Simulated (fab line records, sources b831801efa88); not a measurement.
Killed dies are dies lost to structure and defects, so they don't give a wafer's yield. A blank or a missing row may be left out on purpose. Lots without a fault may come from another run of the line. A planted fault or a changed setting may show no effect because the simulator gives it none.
Chamber matching | flow gf180mcu | GF_V3_CMP_26 on cmp-02: 4 sister chambers
The step polishes, stops on SiO2, t overpolish 15 s, target thk 0 nm. 24 wafers are shown with their chamber, then 12 later ones without.

WAFERS WITH THEIR CHAMBER
wafer  | chamber | motor_current_A (A) | time_to_endpoint_s (s) | overpolish_run_s (s)
L078.2 | 3       | 12.3                | 81                     | 15.002
L078.3 | 1       | 12.3                | 83                     | 15.005
L078.6 | 1       | 12.6                | 80                     | 15.005
L081.1 | 2       | 10.5                | 83                     | 14.988
L081.4 | 0       | 11.5                | 80                     | 15.002
L081.5 | 2       | 9.9                 | 85                     | 15.013
L082.3 | 3       | 12.4                | 88                     | 15.002
L082.5 | 2       | 10.6                | 83                     | 14.992
L082.6 | 3       | 12.7                | 84                     | 14.993
L084.2 | 1       | 12.7                | 88                     | 15.004
L084.3 | 3       | 12.4                | 84                     | 15.026
L084.6 | 3       | 12.5                | 84                     | 15.009
L085.1 | 2       | 9.9                 | 83                     | 14.997
L085.5 | 0       | 11.3                | 81                     | 14.988
L085.6 | 1       | 12.5                | 84                     | 15.002
L086.1 | 3       | 12.0                | 87                     | 14.995
L086.2 | 1       | 12.5                | 89                     | 14.997
L086.3 | 2       | 10.5                | 87                     | 15.016
L087.3 | 1       | 13.1                | 76                     | 15.007
L087.5 | 0       | 11.3                | 78                     | 14.999
L087.6 | 1       | 12.6                | 82                     | 15.005
L090.1 | 0       | 12.6                | 81                     | 15.013
L090.4 | 3       | 12.4                | 85                     | 14.999
L090.6 | 3       | 12.4                | 85                     | 14.995

SIGNATURES (means of the wafers above)
reading            | chamber 0 | chamber 1 | chamber 2 | chamber 3 | scatter within a chamber
motor_current_A    | 11.675    | 12.614    | 10.280    | 12.387    | 0.339
time_to_endpoint_s | 80.00     | 83.14     | 84.20     | 84.75     | 2.93
overpolish_run_s   | 15.00050  | 15.00357  | 15.00120  | 15.00263  | 0.00955
Rule: a wafer's distance from a chamber is the root of the sum, over the readings, of the square of ((its reading less the chamber's mean) divided by the reading's scatter). The wafer belongs to the nearest chamber; if the next one is less than 2 further off, it can't be placed. The scatter: the root of (the sum of the squares of (reading less its chamber's mean) over the shown wafers, divided by (wafers less chambers)).

WAFERS WITHOUT THEIR CHAMBER
wafer  | motor_current_A (A) | time_to_endpoint_s (s) | overpolish_run_s (s)
L093.2 | 12.8                | 87                     | 15.004
L093.3 | 11.9                | 82                     | 15.001
L093.6 | 12.0                | 83                     | 15.008
L095.2 | 10.3                | 79                     | 15.002
L095.5 | 12.9                | 80                     | 14.998
L095.6 | 10.1                | 81                     | 14.996
L096.1 | 11.6                | 80                     | 15.002
L096.4 | 11.9                | 82                     | 14.996
L096.6 | 11.9                | 79                     | 14.996
L097.4 | 12.9                | 81                     | 14.989
L097.5 | 12.2                | 80                     | 14.998
L097.6 | 12.8                | 82                     | 15.002

WHICH CHAMBER EACH WENT THROUGH
wafer  | from the rows above          | in truth
L093.2 | can't be placed: 1 or 3      | 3
L093.3 | can't be placed: 0 or 3 or 1 | 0
L093.6 | can't be placed: 3 or 0 or 1 | 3
L095.2 | 2                            | 2
L095.5 | can't be placed: 1 or 3      | 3
L095.6 | 2                            | 2
L096.1 | 0                            | 0
L096.4 | can't be placed: 0 or 3 or 1 | 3
L096.6 | can't be placed: 0 or 3 or 1 | 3
L097.4 | can't be placed: 1 or 3 or 0 | 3
L097.5 | can't be placed: 0 or 1 or 3 | 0
L097.6 | can't be placed: 1 or 3      | 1
Placed correctly: 3 of 12. Can't be placed from these rows: 9 (the true chamber is among the candidates in 9). Placed wrongly: 0.
